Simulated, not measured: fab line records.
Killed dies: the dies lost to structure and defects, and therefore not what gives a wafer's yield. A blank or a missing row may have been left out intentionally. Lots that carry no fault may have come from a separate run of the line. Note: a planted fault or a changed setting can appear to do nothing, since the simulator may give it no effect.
Which tool did it? ; flow gf180mcu ; Sampling: 13 lots, 37 wafers, 5 of 602 route steps

== WHAT THE GAUGES READ, wafer by wafer ==
GF_TOP_METAL_CD_MEAS_14 targets a cd of 440 nm. Usual: cd_nm 440.2 nm, standard deviation 2.8.
lot;measured;on;cd_nm (nm);flag
L888;day 28 07:38;cd_sem-01;439.3 439.8 440.9;
L889;day 28 16:01;cd_sem-02;440.0 439.6 441.2;
L891;day 29 06:55;cd_sem-01;440.6 441.2 443.0;
L893;day 29 13:25;cd_sem-02;439.1 440.7 437.9;
L892;day 29 14:39;cd_sem-02;438.1 436.5 434.9;
L894;day 29 23:47;cd_sem-02;447.1 448.0 446.5;
L895;day 30 04:04;cd_sem-01;442.6 441.1 441.0;
L897;day 30 18:52;cd_sem-01;437.2 439.8 436.4;
L899;day 31 09:47;cd_sem-01;438.7 436.8 437.0;
L900;day 31 16:26;cd_sem-02;438.1 439.0 436.7;
L906;day 33 03:35;cd_sem-02;430.5 431.5 430.0;OFF
L908;day 33 12:52;cd_sem-01;431.3;OFF
L910;day 34 02:10;cd_sem-02;439.2 438.8 437.9;

GF_PASSIVATION_THK_MEAS_03. Usual: PASSIVATION_CVD_02_THK 701 nm, standard deviation 9.6.
lot;measured;on;PASSIVATION_CVD_02_THK (nm);flag
L888;day 28 08:56;film_metro-01;703 692 705;
L889;day 28 17:19;film_metro-04;696 695 692;
L891;day 29 08:14;film_metro-03;708 707 702;
L893;day 29 15:08;film_metro-03;697 698 708;
L892;day 29 16:03;film_metro-01;701 713 711;
L894;day 30 01:31;film_metro-03;694 714 714;
L895;day 30 05:34;film_metro-04;698 706 696;
L897;day 30 20:16;film_metro-01;681 693 691;
L899;day 31 11:06;film_metro-01;700 715 703;
L900;day 31 17:43;film_metro-01;701 715 702;
L906;day 33 04:53;film_metro-04;694 713 702;
L908;day 33 14:08;film_metro-01;696;
L910;day 34 03:28;film_metro-01;692 704 703;

== EACH LOT AND THE TOOL THAT RAN IT (in order: tool; ch and the chambers of the sampled wafers; start) ==
lot;GF_MIM_SPUTTER_03;GF_V5_ETCH_17;GF_TOP_METAL_EXPOSE_11
L888;pvd_sputter-04, day 24 16:27;rie_diel-04 ch 0,1,2, day 27 21:30 or earlier;iline_stepper-01 ch 0, day 27 21:30
L889;pvd_sputter-04, day 25 02:08;rie_diel-03 ch 0,1, day 28 06:30 or earlier;iline_stepper-02 ch 0, day 28 06:30
L891;pvd_sputter-02, day 25 19:31;rie_diel-02 ch 0,1,3, day 28 21:35 or earlier;iline_stepper-02 ch 0, day 28 21:35
L893;pvd_sputter-04, day 26 03:15;rie_diel-04 ch 0,1,3, day 29 04:01 or earlier;iline_stepper-02 ch 0, day 29 04:01
L892;pvd_sputter-03, day 26 03:16;rie_diel-04 ch 1,2,3, day 29 05:30 or earlier;iline_stepper-02 ch 0, day 29 05:30
L894;pvd_sputter-04, day 26 13:48;rie_diel-03 ch 0,1,3, day 29 14:52 or earlier;iline_stepper-01 ch 0, day 29 14:52
L895;pvd_sputter-02, day 26 18:07;rie_diel-03 ch 1,3, day 29 18:58 or earlier;iline_stepper-01 ch 0, day 29 18:58
L897;pvd_sputter-03, day 27 10:32;rie_diel-04 ch 0,1, day 30 09:47 or earlier;iline_stepper-02 ch 0, day 30 09:47
L899;pvd_sputter-02, day 28 02:20;rie_diel-04 ch 0,1,2, day 31 01:19 or earlier;iline_stepper-02 ch 0, day 31 01:19
L900;pvd_sputter-02, day 28 11:50;rie_diel-02 ch 2,3, day 31 08:27 or earlier;iline_stepper-02 ch 0, day 31 08:27
L906;pvd_sputter-04, day 30 03:57;rie_diel-02 ch 1,2, day 32 19:43 or earlier;iline_stepper-02 ch 0, day 32 19:43
L908;pvd_sputter-04, day 30 15:38;rie_diel-03 ch 3, day 33 05:31 or earlier;iline_stepper-02 ch 0, day 33 05:31
L910;pvd_sputter-02, day 31 06:16;rie_diel-04 ch 0,1,2, day 33 18:34 or earlier;iline_stepper-01 ch 0, day 33 18:34
- GF_MIM_SPUTTER_03: material Ti, target thk 10 nm, time 6.7 s.
- GF_V5_ETCH_17: etches SiO2 in C4F8/O2/Ar, stops on TiN, target depth 855 nm.
- GF_TOP_METAL_EXPOSE_11: exposes mask MetalTop, target cd 440 nm.

== WHAT THE TOOLS THEMSELVES READ (means of the sampled wafers that have a number; where no wafer has one, the mark that the record gives instead) ==
GF_MIM_SPUTTER_03. Usual: substrate_temp_c 300.01 C, standard deviation 0.21; throttle_valve_pct 29.9 %, standard deviation 1.1.
lot;tool;substrate_temp_c (C);throttle_valve_pct (%);flag
L888;pvd_sputter-04;299.98;29.2;
L889;pvd_sputter-04;300.02;29.4;
L891;pvd_sputter-02;300.24;30.2;
L893;pvd_sputter-04;300.01;30.1;
L892;pvd_sputter-03;299.99;29.4;
L894;pvd_sputter-04;299.97;29.2;
L895;pvd_sputter-02;300.02;30.8;
L897;pvd_sputter-03;299.98;28.5;
L899;pvd_sputter-02;299.93;30.1;
L900;pvd_sputter-02;300.00;30.6;
L906;pvd_sputter-04;300.19;30.1;
L908;pvd_sputter-04;299.97;28.5;
L910;pvd_sputter-02;300.23;30.8;

GF_V5_ETCH_17. Usual: oes_product_au 0.860 a.u., standard deviation 0.004.
lot;tool;oes_product_au (a.u.);flag
L888;rie_diel-04;0.861;
L889;rie_diel-03;0.858;
L891;rie_diel-02;0.861;
L893;rie_diel-04;0.859;
L892;rie_diel-04;0.862;
L894;rie_diel-03;0.862;
L895;rie_diel-03;0.862;
L897;rie_diel-04;0.859;
L899;rie_diel-04;0.856;
L900;rie_diel-02;0.861;
L906;rie_diel-02;0.861;
L908;rie_diel-03;0.856;
L910;rie_diel-04;0.864;

GF_TOP_METAL_EXPOSE_11. Usual: exposure_dose_mJ_cm2 171.0, standard deviation 0.85; reticle_temp_C 23.02 C, standard deviation 0.11.
lot;tool;exposure_dose_mJ_cm2;reticle_temp_C (C);flag
L888;iline_stepper-01;170.0;23.10;
L889;iline_stepper-02;171.4;23.13;
L891;iline_stepper-02;171.8;23.05;
L893;iline_stepper-02;171.5;22.97;
L892;iline_stepper-02;171.7;23.00;
L894;iline_stepper-01;169.8;23.13;
L895;iline_stepper-01;169.6;23.15;
L897;iline_stepper-02;171.7;23.06;
L899;iline_stepper-02;171.8;22.93;
L900;iline_stepper-02;171.7;22.89;
L906;iline_stepper-02;175.1;22.90;OFF
L908;iline_stepper-02;174.7;22.86;OFF
L910;iline_stepper-01;169.9;23.20;

== THE ANSWER, worked out from the rows above alone ==
Rule: take the mean of a lot's wafers that have a number; if it is more than 3 standard deviations from the usual mean, the lot is off. Also off: a lot with no number at a reading for which 4 or more lots have one. The other lots that the step has rows for count as sound. First the gauges in route order, then the tools' own readings, where a lot's mean is used as printed above. At the first step where some lot is off, the reading lying furthest off is the one used; lots without a number count as furthest.
Off at GF_TOP_METAL_CD_MEAS_14 (cd_nm): L906, L908.
A tool fits if, at a process step before that reading, it ran every lot that is off, and no sound lot after the first of them. The gauges at GF_TOP_METAL_CD_MEAS_14 aren't tried: what is off there is off at GF_TOP_METAL_EXPOSE_11 too, on other tools, and a gauge's error can't cause that. GF_V5_ETCH_17 gives no start for some lots, so the hours and the order of its lots are those of GF_TOP_METAL_EXPOSE_11. Undecided on this evidence; 2 tools fit (pvd_sputter-04 at GF_MIM_SPUTTER_03, iline_stepper-02 at GF_TOP_METAL_EXPOSE_11).

== WHAT WAS PUT IN BY THE SIMULATOR ==
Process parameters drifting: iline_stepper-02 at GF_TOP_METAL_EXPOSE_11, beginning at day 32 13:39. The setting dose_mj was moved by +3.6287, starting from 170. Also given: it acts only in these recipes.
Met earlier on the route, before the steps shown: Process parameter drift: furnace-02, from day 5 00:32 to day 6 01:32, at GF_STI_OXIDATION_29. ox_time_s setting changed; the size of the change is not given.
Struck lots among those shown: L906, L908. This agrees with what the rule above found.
